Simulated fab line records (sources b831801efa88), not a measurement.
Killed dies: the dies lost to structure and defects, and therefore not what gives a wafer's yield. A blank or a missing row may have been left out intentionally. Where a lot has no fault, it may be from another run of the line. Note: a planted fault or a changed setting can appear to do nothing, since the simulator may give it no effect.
Which tool was responsible?    flow gf180mcu    11 lots with 33 wafers sampled at 5 steps, on a route of 602 steps

WHAT THE GAUGES SHOWED, per wafer
GF_MVPSD_TW_MEAS_11.
lot   measured      on             MVPSD_TW
L322  day 6 01:31   film_metro-03  550 548 550
L324  day 6 15:03   film_metro-04  559 559 558
L327  day 7 06:12   film_metro-04  562 564 559
L328  day 7 14:55   film_metro-03  548 549 551
L329  day 7 19:40   film_metro-03  550 548 546
L331  day 8 05:12   film_metro-03  549 553 550
L335  day 9 05:18   film_metro-04  563 562 562
L336  day 9 12:56   film_metro-03  553 555 554
L337  day 9 18:55   film_metro-03  550 551 550
L338  day 10 00:10  film_metro-04  560 563 561
L341  day 10 18:29  film_metro-04  559 560 559

GF_VT_IMPLANT_TW_MEAS_21.
lot   measured      on             VT_IMPLANT_2_TW
L322  day 7 07:56   film_metro-01  1237 1240 1235
L324  day 7 22:04   film_metro-01  1234 1226 1238
L327  day 8 14:17   film_metro-01  1230 1228 1230
L328  day 8 23:52   film_metro-03  1211 1204 1205
L329  day 9 04:19   film_metro-01  1229 1227 1228
L331  day 9 14:29   film_metro-01  1218 1228 1229
L335  day 10 16:32  film_metro-01  1226 1230 1226
L336  day 11 01:02  film_metro-01  30 30 30
L337  day 11 06:32  film_metro-02  30 30 30
L338  day 11 12:52  film_metro-02  30 30 30
L341  day 12 08:07  film_metro-01  1222 1221 1220

TOOL THAT RAN EACH LOT (tool first, then ch and the chambers of the sampled wafers, then the start)
lot   GF_NWELL_STRIP_10                    GF_VT_IMPLANT_STRIP_09                GF_VT_IMPLANT_STRIP_20
L322  plasma_asher-02 ch 0,1, day 4 05:55  plasma_asher-03 ch 0,1, day 6 15:52   plasma_asher-04 ch 0,1, day 7 07:41
L324  plasma_asher-04 ch 0,1, day 4 18:00  plasma_asher-03 ch 0,1, day 7 06:26   plasma_asher-02 ch 0,1, day 7 21:58
L327  plasma_asher-02 ch 0,1, day 5 09:23  plasma_asher-03 ch 0,1, day 7 21:56   plasma_asher-02 ch 0,1, day 8 14:11
L328  plasma_asher-04 ch 0,1, day 5 17:02  plasma_asher-02 ch 0,1, day 8 06:38   plasma_asher-04 ch 0,1, day 8 23:47
L329  plasma_asher-04 ch 0,1, day 5 20:53  plasma_asher-03 ch 0,1, day 8 11:16   plasma_asher-02 ch 0,1, day 9 04:12
L331  plasma_asher-03 ch 0,1, day 6 05:33  plasma_asher-02 ch 0, day 8 22:12     plasma_asher-02 ch 0,1, day 9 14:23
L335  plasma_asher-02 ch 0,1, day 7 04:25  plasma_asher-02 ch 0,1, day 9 22:19   plasma_asher-04 ch 0,1, day 10 16:26
L336  plasma_asher-02 ch 0,1, day 7 11:08  plasma_asher-04 ch 0,1, day 10 07:08  plasma_asher-03 ch 0,1, day 11 00:56
L337  plasma_asher-02 ch 0,1, day 7 17:23  plasma_asher-02 ch 0,1, day 10 11:56  plasma_asher-02 ch 0,1, day 11 06:26
L338  plasma_asher-03 ch 0,1, day 7 20:48  plasma_asher-03 ch 0,1, day 10 17:41  plasma_asher-04 ch 0,1, day 11 12:46
L341  plasma_asher-04 ch 0,1, day 8 13:32  plasma_asher-03 ch 0,1, day 11 13:05  plasma_asher-02 ch 0,1, day 12 08:02
- GF_NWELL_STRIP_10: strips in O2/N2.
- GF_VT_IMPLANT_STRIP_09: strips in O2/N2.
- GF_VT_IMPLANT_STRIP_20: strips in O2/N2.

WHAT THE TOOLS THEMSELVES READ (means of the sampled wafers that have a number; where no wafer has one, the mark that the record gives instead)
GF_NWELL_STRIP_10.
lot   tool             chamber_pressure_mTorr (mTorr)  drypump_motor_current_A (A)  heater_power_w (W)  n2_flow_sccm (sccm)  oes_product_au (a.u.)  strip_time_to_endpoint_s (s)
L322  plasma_asher-02  1500.6                          5.9                          325                 299.7                0.721                  36.74
L324  plasma_asher-04  1498.6                          6.1                          323                 300.0                0.720                  37.06
L327  plasma_asher-02  1498.3                          5.8                          325                 301.1                0.721                  37.04
L328  plasma_asher-04  1498.7                          5.6                          311                 300.5                0.727                  37.08
L329  plasma_asher-04  1500.5                          5.7                          308                 300.3                0.726                  36.86
L331  plasma_asher-03  1500.3                          5.4                          393                 300.2                0.720                  37.04
L335  plasma_asher-02  1499.1                          5.8                          326                 299.7                0.723                  37.02
L336  plasma_asher-02  1500.1                          5.9                          329                 300.0                0.725                  37.03
L337  plasma_asher-02  1499.5                          5.9                          321                 300.4                0.721                  37.01
L338  plasma_asher-03  1499.6                          5.6                          383                 300.7                0.719                  37.03
L341  plasma_asher-04  1500.4                          5.7                          305                 301.4                0.720                  36.92

GF_VT_IMPLANT_STRIP_09.
lot   tool             chamber_pressure_mTorr (mTorr)  drypump_motor_current_A (A)  heater_power_w (W)  n2_flow_sccm (sccm)  oes_product_au (a.u.)  strip_time_to_endpoint_s (s)
L322  plasma_asher-03  1498.4                          5.4                          388                 300.3                0.717                  12.60
L324  plasma_asher-03  1499.3                          5.4                          383                 300.1                0.714                  12.71
L327  plasma_asher-03  1499.5                          5.4                          386                 300.1                0.718                  12.67
L328  plasma_asher-02  1499.8                          5.9                          325                 300.9                0.717                  12.65
L329  plasma_asher-03  1499.7                          5.4                          395                 300.9                0.715                  12.64
L331  plasma_asher-02  1498.5                          6.1                          315                 299.9                0.717                  12.58
L335  plasma_asher-02  1501.8                          5.9                          327                 299.6                0.716                  12.64
L336  plasma_asher-04  -                               -                            -                   -                    -                      -
L337  plasma_asher-02  -                               -                            -                   -                    -                      -
L338  plasma_asher-03  -                               -                            -                   -                    -                      -
L341  plasma_asher-03  1499.6                          5.4                          389                 298.8                0.710                  12.64

GF_VT_IMPLANT_STRIP_20.
lot   tool             chamber_pressure_mTorr (mTorr)  drypump_motor_current_A (A)  heater_power_w (W)  n2_flow_sccm (sccm)  oes_product_au (a.u.)  strip_time_to_endpoint_s (s)
L322  plasma_asher-04  1500.6                          5.7                          313                 299.2                0.718                  12.61
L324  plasma_asher-02  1498.7                          5.7                          322                 300.3                0.719                  12.65
L327  plasma_asher-02  1500.7                          5.9                          322                 300.6                0.717                  12.65
L328  plasma_asher-04  1499.9                          6.1                          317                 299.9                0.717                  12.59
L329  plasma_asher-02  1499.0                          5.8                          328                 300.3                0.716                  12.63
L331  plasma_asher-02  1500.1                          5.9                          325                 299.1                0.711                  12.69
L335  plasma_asher-04  1500.2                          5.7                          310                 299.9                0.713                  12.61
L336  plasma_asher-03  1500.3                          5.4                          384                 299.8                0.719                  27.62
L337  plasma_asher-02  1499.6                          5.9                          323                 299.5                0.720                  27.75
L338  plasma_asher-04  1500.0                          5.7                          314                 300.4                0.719                  27.54
L341  plasma_asher-02  1500.3                          5.9                          322                 300.4                0.714                  12.66

THE ANSWER, worked out from the rows above alone
Rule: usual is defined by the lots themselves. The widest of any qualifying gaps counts: lots, ordered by their means at a reading, are off when they make up no more than a third of the lots, leave a main group of 4 or more, and stand apart from it by 3 or more times the standard deviation of that group's means. If all means in a main group match to the digits the tables above print for the reading, that group is not used. Also off: a lot with no number at a reading for which 4 or more lots have one. Any other lot the step has rows for is counted as sound. Order of review: gauges by route order, followed by the tools' own readings, for which a lot's mean as printed above is used. The first step at which some lot is off is used, and at that step the reading that is off furthest; a lot without a number counts as furthest.
Off: at GF_VT_IMPLANT_TW_MEAS_21 (VT_IMPLANT_2_TW), L336, L337, L338. For the main group the mean is 1226 and the standard deviation 8.6.
A tool fits if, at a process step before that reading, it ran every lot that is off, and no sound lot after the first of them. Not tried: the gauges at GF_VT_IMPLANT_TW_MEAS_21; whatever is off there is also off at GF_VT_IMPLANT_STRIP_09, on other tools, and gauge error can't account for it. None of those tried fits.

WHAT WAS PUT IN BY THE SIMULATOR
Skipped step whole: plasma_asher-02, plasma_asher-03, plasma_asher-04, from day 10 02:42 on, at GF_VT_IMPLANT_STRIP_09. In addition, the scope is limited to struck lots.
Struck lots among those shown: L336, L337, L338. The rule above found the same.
